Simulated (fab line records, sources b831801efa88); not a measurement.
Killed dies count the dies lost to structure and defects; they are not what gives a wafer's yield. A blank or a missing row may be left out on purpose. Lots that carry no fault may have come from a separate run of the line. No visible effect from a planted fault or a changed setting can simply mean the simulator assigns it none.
Matching of chambers / flow gf180mcu / GF_V4_ETCH_16 on rie-diel-03: 4 sister chambers
The step etches BARC in N2/H2. 18 wafers are shown with their chamber, then 9 later ones without.

WAFERS WITH THEIR CHAMBER
wafer=L074.1; chamber=2; drypump-motor-current-A (A)=5.9; rf-fwd-power-W (W)=495.7; throttle-valve-pct (%)=13.225
wafer=L074.4; chamber=1; drypump-motor-current-A (A)=5.7; rf-fwd-power-W (W)=491.7; throttle-valve-pct (%)=13.236
wafer=L074.6; chamber=1; drypump-motor-current-A (A)=5.7; rf-fwd-power-W (W)=492.1; throttle-valve-pct (%)=13.202
wafer=L078.2; chamber=2; drypump-motor-current-A (A)=5.9; rf-fwd-power-W (W)=493.2; throttle-valve-pct (%)=13.241
wafer=L078.3; chamber=0; drypump-motor-current-A (A)=6.1; rf-fwd-power-W (W)=493.8; throttle-valve-pct (%)=13.216
wafer=L078.6; chamber=0; drypump-motor-current-A (A)=6.1; rf-fwd-power-W (W)=493.9; throttle-valve-pct (%)=13.227
wafer=L081.1; chamber=0; drypump-motor-current-A (A)=6.1; rf-fwd-power-W (W)=493.9; throttle-valve-pct (%)=13.209
wafer=L081.5; chamber=3; drypump-motor-current-A (A)=6.4; rf-fwd-power-W (W)=494.5; throttle-valve-pct (%)=13.223
wafer=L081.6; chamber=2; drypump-motor-current-A (A)=5.9; rf-fwd-power-W (W)=495.0; throttle-valve-pct (%)=13.226
wafer=L082.3; chamber=1; drypump-motor-current-A (A)=5.7; rf-fwd-power-W (W)=491.5; throttle-valve-pct (%)=13.222
wafer=L082.4; chamber=0; drypump-motor-current-A (A)=6.1; rf-fwd-power-W (W)=492.7; throttle-valve-pct (%)=13.233
wafer=L082.5; chamber=1; drypump-motor-current-A (A)=5.7; rf-fwd-power-W (W)=492.2; throttle-valve-pct (%)=13.219
wafer=L083.1; chamber=3; drypump-motor-current-A (A)=6.4; rf-fwd-power-W (W)=495.8; throttle-valve-pct (%)=13.231
wafer=L083.2; chamber=1; drypump-motor-current-A (A)=5.7; rf-fwd-power-W (W)=491.7; throttle-valve-pct (%)=13.213
wafer=L083.3; chamber=2; drypump-motor-current-A (A)=5.9; rf-fwd-power-W (W)=494.0; throttle-valve-pct (%)=13.214
wafer=L086.2; chamber=3; drypump-motor-current-A (A)=6.3; rf-fwd-power-W (W)=492.2; throttle-valve-pct (%)=13.234
wafer=L086.3; chamber=1; drypump-motor-current-A (A)=5.7; rf-fwd-power-W (W)=493.2; throttle-valve-pct (%)=13.241
wafer=L086.4; chamber=0; drypump-motor-current-A (A)=6.1; rf-fwd-power-W (W)=496.7; throttle-valve-pct (%)=13.228

SIGNATURES (means of the wafers above)
reading=drypump-motor-current-A; chamber 0=6.100; chamber 1=5.700; chamber 2=5.900; chamber 3=6.367; scatter within a chamber=0.0218
reading=rf-fwd-power-W; chamber 0=494.200; chamber 1=492.067; chamber 2=494.475; chamber 3=494.167; scatter within a chamber=1.22
reading=throttle-valve-pct; chamber 0=13.22260; chamber 1=13.22217; chamber 2=13.22650; chamber 3=13.22933; scatter within a chamber=0.0115
Rule: for each reading, subtract the chamber's mean from the wafer's reading, divide by that reading's scatter and square the result; add these up over the readings and take the root, which gives the wafer's distance from the chamber. The wafer belongs to the nearest chamber; if the next one is less than 2 further off, it can't be placed. The scatter is the square root of a quotient: the sum, over the shown wafers, of each reading's squared deviation from its chamber's mean, divided by wafers minus chambers.

WAFERS WITHOUT THEIR CHAMBER
wafer=L088.2; drypump-motor-current-A (A)=6.4; rf-fwd-power-W (W)=495.1; throttle-valve-pct (%)=13.229
wafer=L088.3; drypump-motor-current-A (A)=6.1; rf-fwd-power-W (W)=491.4; throttle-valve-pct (%)=13.208
wafer=L088.4; drypump-motor-current-A (A)=5.7; rf-fwd-power-W (W)=491.7; throttle-valve-pct (%)=13.222
wafer=L089.1; drypump-motor-current-A (A)=5.9; rf-fwd-power-W (W)=494.1; throttle-valve-pct (%)=13.229
wafer=L089.2; drypump-motor-current-A (A)=6.3; rf-fwd-power-W (W)=495.5; throttle-valve-pct (%)=13.219
wafer=L089.3; drypump-motor-current-A (A)=5.7; rf-fwd-power-W (W)=490.8; throttle-valve-pct (%)=13.238
wafer=L097.1; drypump-motor-current-A (A)=6.1; rf-fwd-power-W (W)=493.6; throttle-valve-pct (%)=13.222
wafer=L097.3; drypump-motor-current-A (A)=6.4; rf-fwd-power-W (W)=494.1; throttle-valve-pct (%)=13.235
wafer=L097.6; drypump-motor-current-A (A)=6.1; rf-fwd-power-W (W)=493.1; throttle-valve-pct (%)=13.219

WHICH CHAMBER EACH WENT THROUGH
wafer=L088.2; from the rows above=3; in truth=3
wafer=L088.3; from the rows above=0; in truth=0
wafer=L088.4; from the rows above=1; in truth=1
wafer=L089.1; from the rows above=2; in truth=2
wafer=L089.2; from the rows above=3; in truth=3
wafer=L089.3; from the rows above=1; in truth=1
wafer=L097.1; from the rows above=0; in truth=0
wafer=L097.3; from the rows above=3; in truth=3
wafer=L097.6; from the rows above=0; in truth=0
Placed correctly: 9 of 9. From these rows, 0 cannot be placed. Number placed wrongly: 0.
